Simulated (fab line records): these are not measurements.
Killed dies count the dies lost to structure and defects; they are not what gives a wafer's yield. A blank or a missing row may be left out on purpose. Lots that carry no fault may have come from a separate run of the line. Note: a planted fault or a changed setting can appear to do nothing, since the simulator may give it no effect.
Which tool was responsible? -- flow sky130 -- 10 lots with 30 wafers sampled at 5 steps, on a route of 708 steps

== WHAT THE GAUGES READ, wafer by wafer ==
SKY_CAPM_THK_MEAS_01.
lot,measured,on,CAPM_CVD_00_THK (nm)
L875,day 37 16:50,film_metro-04,15.70 15.71 15.62
L876,day 37 21:25,film_metro-03,15.43 15.67 15.67
L878,day 38 23:26,film_metro-01,15.53 15.42 15.82
L882,day 40 03:40,film_metro-04,15.31 15.34 15.54
L883,day 40 06:04,film_metro-01,15.33 15.35 15.57
L884,day 40 08:16,film_metro-01,15.32 15.68 15.79
L886,day 41 01:08,film_metro-04,15.32 15.52 15.29
L891,day 42 00:18,film_metro-04,13.74 13.86 13.87
L893,day 42 14:16,film_metro-01,15.95 15.80 16.33
L894,day 42 17:33,film_metro-01,13.89 14.00 14.31

== WHAT TOOL EACH LOT RAN ON (gives the tool, then ch and the chambers of the sampled wafers, and finally the start) ==
lot,SKY_METAL2_ETCH_18,SKY_METAL2_STRIP_20,SKY_METAL3_SPUTTER_00,SKY_CAPM_CVD_00
L875,"rie_metal-03 ch 0, day 36 11:01","plasma_asher-02 ch 0,1, day 36 11:19","pvd_sputter-01, day 37 16:40","pecvd-03 ch 0,1,2, day 37 16:49"
L876,"rie_metal-04 ch 0,1, day 36 15:53","plasma_asher-02 ch 0,1, day 36 16:02","pvd_sputter-04, day 37 21:13","pecvd-02 ch 0,1, day 37 21:23"
L878,"rie_metal-04 ch 0,1, day 37 18:00","plasma_asher-03 ch 0,1, day 37 18:10","pvd_sputter-01, day 38 23:16","pecvd-04 ch 0,1,2, day 38 23:25"
L882,"rie_metal-03 ch 0,1, day 38 23:14","plasma_asher-04 ch 0,1, day 38 23:23","pvd_sputter-04, day 40 03:29","pecvd-02 ch 0,1, day 40 03:38"
L883,"rie_metal-04 ch 0,1, day 39 00:50","plasma_asher-02 ch 0,1, day 39 00:59","pvd_sputter-04, day 40 05:52","pecvd-02 ch 0,1, day 40 06:02"
L884,"rie_metal-02 ch 0,1, day 39 03:38","plasma_asher-02 ch 0,1, day 39 03:47","pvd_sputter-01, day 40 08:05","pecvd-03 ch 0,1,2, day 40 08:15"
L886,"rie_metal-04 ch 0,1, day 39 21:15","plasma_asher-02 ch 0,1, day 39 21:25","pvd_sputter-01, day 41 00:55","pecvd-02 ch 0,2, day 41 01:05"
L891,"rie_metal-02 ch 1, day 40 20:35","plasma_asher-03 ch 1, day 40 20:44","pvd_sputter-01, day 42 00:07","pecvd-02 ch 1,2, day 42 00:17"
L893,"rie_metal-02 ch 0,1, day 41 10:14","plasma_asher-03 ch 0,1, day 41 10:23","pvd_sputter-02, day 42 14:05","pecvd-03 ch 0,2, day 42 14:15"
L894,"rie_metal-04 ch 1, day 41 14:32","plasma_asher-04 ch 0,1, day 41 14:41","pvd_sputter-01, day 42 17:22","pecvd-02 ch 0,2, day 42 17:31"
- SKY_METAL2_ETCH_18: etches BARC in N2/H2, stops on SiO2, time 45.9 s, target depth 60 nm.
- SKY_METAL2_STRIP_20: strips in O2/N2.
- SKY_METAL3_SPUTTER_00: material Ti, target thk 15 nm, time 10 s.
- SKY_CAPM_CVD_00: deposits SiO2, target thk 15.5 nm.

== AS READ BY THE TOOLS THEMSELVES (means over the sampled wafers that have a number; for cases with no such wafer, the mark the record gives instead) ==
SKY_METAL2_ETCH_18.
lot,tool,drypump_motor_current_A (A),h2_flow_sccm (sccm),oes_product_au (a.u.),throttle_valve_pct (%)
L875,rie_metal-03,6.16,199.3,0.853,13.230
L876,rie_metal-04,6.24,200.0,0.854,13.220
L878,rie_metal-04,6.24,200.2,0.852,13.223
L882,rie_metal-03,5.93,199.9,0.854,13.226
L883,rie_metal-04,6.23,200.2,0.858,13.232
L884,rie_metal-02,6.15,200.2,0.856,13.224
L886,rie_metal-04,6.24,200.5,0.857,13.229
L891,rie_metal-02,6.28,200.2,0.860,13.231
L893,rie_metal-02,6.14,199.6,0.853,13.221
L894,rie_metal-04,6.53,199.4,0.853,13.223

SKY_METAL2_STRIP_20.
lot,tool,drypump_motor_current_A (A),oes_product_au (a.u.),strip_time_to_endpoint_s (s)
L875,plasma_asher-02,5.76,0.347,2.76
L876,plasma_asher-02,5.77,0.348,2.76
L878,plasma_asher-03,5.30,0.344,2.70
L882,plasma_asher-04,5.87,0.343,2.70
L883,plasma_asher-02,5.76,0.344,2.76
L884,plasma_asher-02,5.87,0.339,2.69
L886,plasma_asher-02,5.77,0.344,2.73
L891,plasma_asher-03,5.28,0.343,2.66
L893,plasma_asher-03,5.28,0.346,2.67
L894,plasma_asher-04,5.90,0.343,2.70

SKY_METAL3_SPUTTER_00.
lot,tool,throttle_valve_pct (%)
L875,pvd_sputter-01,28.8
L876,pvd_sputter-04,29.9
L878,pvd_sputter-01,28.5
L882,pvd_sputter-04,31.7
L883,pvd_sputter-04,31.5
L884,pvd_sputter-01,30.2
L886,pvd_sputter-01,29.4
L891,pvd_sputter-01,28.6
L893,pvd_sputter-02,29.8
L894,pvd_sputter-01,28.8

SKY_CAPM_CVD_00.
lot,tool,heater_power_w (W)
L875,pecvd-03,697
L876,pecvd-02,767
L878,pecvd-04,697
L882,pecvd-02,709
L883,pecvd-02,720
L884,pecvd-03,684
L886,pecvd-02,741
L891,pecvd-02,717
L893,pecvd-03,666
L894,pecvd-02,739

== THE ANSWER, worked out from the rows above alone ==
Rule: the lots themselves supply what counts as usual. The widest of any qualifying gaps counts: lots, ordered by their means at a reading, are off when they make up no more than a third of the lots, leave a main group of 4 or more, and stand apart from it by 3 or more times the standard deviation of that group's means. A main group whose means are all the same, to the digits that the tables above print for the reading, isn't used. Also off: a lot with no number at a reading for which 4 or more lots have one. Where the step has rows for the other lots, those lots are counted as sound. The gauges are gone through in route order, then the tools' own readings, and for those a lot's mean is taken as printed above. The first step at which some lot is off is used, and at that step the reading that is off furthest; a lot without a number counts as furthest.
Off: at SKY_CAPM_THK_MEAS_01 (CAPM_CVD_00_THK), L891, L894. The main group has a mean of 15.58 nm with a standard deviation of 0.2.
If a tool, at a process step before that reading, ran all the lots that are off and no sound lot after the first of them, it fits. Those tools and the gauges at SKY_CAPM_THK_MEAS_01 are tried in the same way. Can't be told from this: 2 tools fit, pvd_sputter-01 at SKY_METAL3_SPUTTER_00, pecvd-02 at SKY_CAPM_CVD_00.

== WHAT THE SIMULATOR HAD PUT IN ==
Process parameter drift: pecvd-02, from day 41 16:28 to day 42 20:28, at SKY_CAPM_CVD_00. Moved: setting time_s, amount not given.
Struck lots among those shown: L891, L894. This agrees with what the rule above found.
